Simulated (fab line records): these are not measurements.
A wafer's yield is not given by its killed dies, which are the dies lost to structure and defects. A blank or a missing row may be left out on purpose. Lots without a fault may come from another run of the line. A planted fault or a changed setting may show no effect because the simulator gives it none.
One fault through the eyes of 2 desks / flow sky130 / every desk sees just its own numbers, and what lay behind them comes last

== METROLOGY DESK ==
Means of the sampled wafers that have a number, per lot and without regard to the tool the lot ran on: this is what the gauges read. The brackets show how far a lot's mean lies from the usual mean; more than 4 standard deviations puts the lot out of limits, marked OUT.
Columns: A = FIELD_ISO_OXIDATION_00_THK at SKY_FIELD_ISO_THK_MEAS_02, usual 12.02 nm; B = FIELD_ISO_CVD_24_THK at SKY_FIELD_ISO_THK_MEAS_25, usual 594 nm; C = DNWELL_TW at SKY_DNWELL_TW_MEAS_09, usual 1110; D = VT_ADJUST_HVTR_TW at SKY_VT_ADJUST_HVTR_TW_MEAS_11, usual 210.2
lot=L323; first seen here=day 1 12:17; A=11.90; B=587; C=1114; D=212.8
lot=L324; first seen here=day 1 16:49; A=12.23; B=595; C=1099; D=213.0
lot=L328; first seen here=day 2 13:31; A=12.13; B=600; C=1133; D=209.1
lot=L329; first seen here=day 2 17:59; A=12.08; B=595; C=1108; D=214.4
lot=L332; first seen here=day 3 09:08; A=12.02; B=586; C=1101; D=208.7
lot=L333; first seen here=day 3 14:54; A=12.42; B=596; C=1105; D=209.4
lot=L335; first seen here=day 4 01:39; A=12.09; B=590; C=1107; D=208.1
lot=L336; first seen here=day 4 05:02; A=11.94; B=596; C=1100; D=228.8 (+8.9) OUT
lot=L337; first seen here=day 4 10:15; A=12.08; B=604; C=1106; D=208.8
lot=L338; first seen here=day 4 15:04; A=11.87; B=595; C=1127; D=231.5 (+10) OUT
lot=L341; first seen here=day 5 07:07; A=12.31; B=590; C=1104; D=212.2
lot=L342; first seen here=day 5 11:17; A=11.75; B=587; C=1097; D=210.7
lot=L346; first seen here=day 6 06:38; A=12.04; B=592; C=1106; D=210.2
This desk's finding: out of limits on L336, L338; first on L336, day 10 19:13 (VT_ADJUST_HVTR_TW at SKY_VT_ADJUST_HVTR_TW_MEAS_11). In limits: L323, L324, L328, L329, L332, L333, L335, L337, L341, L342, L346.

== AT THE TOOL OWNER'S DESK: implanter-01 ==
SKY_VT_ADJUST_HVTR_IMPLANT_09, tool's own readings: per-lot mean of the sampled wafers with a number, covering each lot this tool ran. The brackets show how far a lot's mean lies from the usual mean; more than 4 standard deviations puts the lot out of limits, marked OUT.
Columns: A = dose-ions-cm2 at SKY_VT_ADJUST_HVTR_IMPLANT_09, usual 2.0996e+12; B = faraday-current-uA at SKY_VT_ADJUST_HVTR_IMPLANT_09, usual 11.84
lot=L323; first seen here=day 8 06:23; A=2.0990e+12; B=11.88
lot=L328; first seen here=day 8 22:19; A=2.0962e+12; B=11.77
lot=L335; first seen here=day 10 14:22; A=2.1003e+12; B=11.90
lot=L336; first seen here=day 10 18:58; A=2.9040e+12 (+99 or more) OUT; B=16.40 (+18) OUT
lot=L338; first seen here=day 11 06:35; A=2.9052e+12 (+99 or more) OUT; B=16.37 (+18) OUT
lot=L341; first seen here=day 20 03:58; A=2.0989e+12; B=11.79
lot=L346; first seen here=day 20 04:38; A=2.1028e+12; B=11.73
This desk finds L336, L338 out of limits, L336 being first, at day 10 18:58 (dose-ions-cm2 at SKY_VT_ADJUST_HVTR_IMPLANT_09). In limits: L323, L328, L335, L341, L346.

== BROUGHT TOGETHER ==
An alarm could have come from the tool owner's desk at day 10 18:58, on L336, L338.
At day 10 19:13 the metrology desk could have sounded an alarm, on L336, L338.
SKY_VT_ADJUST_HVTR_IMPLANT_09 was run on implanter-01 by each of the lots named.

== WHAT HAD BEEN PUT IN BY THE SIMULATOR ==
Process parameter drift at SKY_VT_ADJUST_HVTR_IMPLANT_09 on implanter-01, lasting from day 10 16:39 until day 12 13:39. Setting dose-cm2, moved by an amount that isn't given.
Lots struck among those shown: L336, L338.
Time in hours from fault onset to the first out-of-limits reading at each desk: tool owner's desk 2, metrology desk 3.
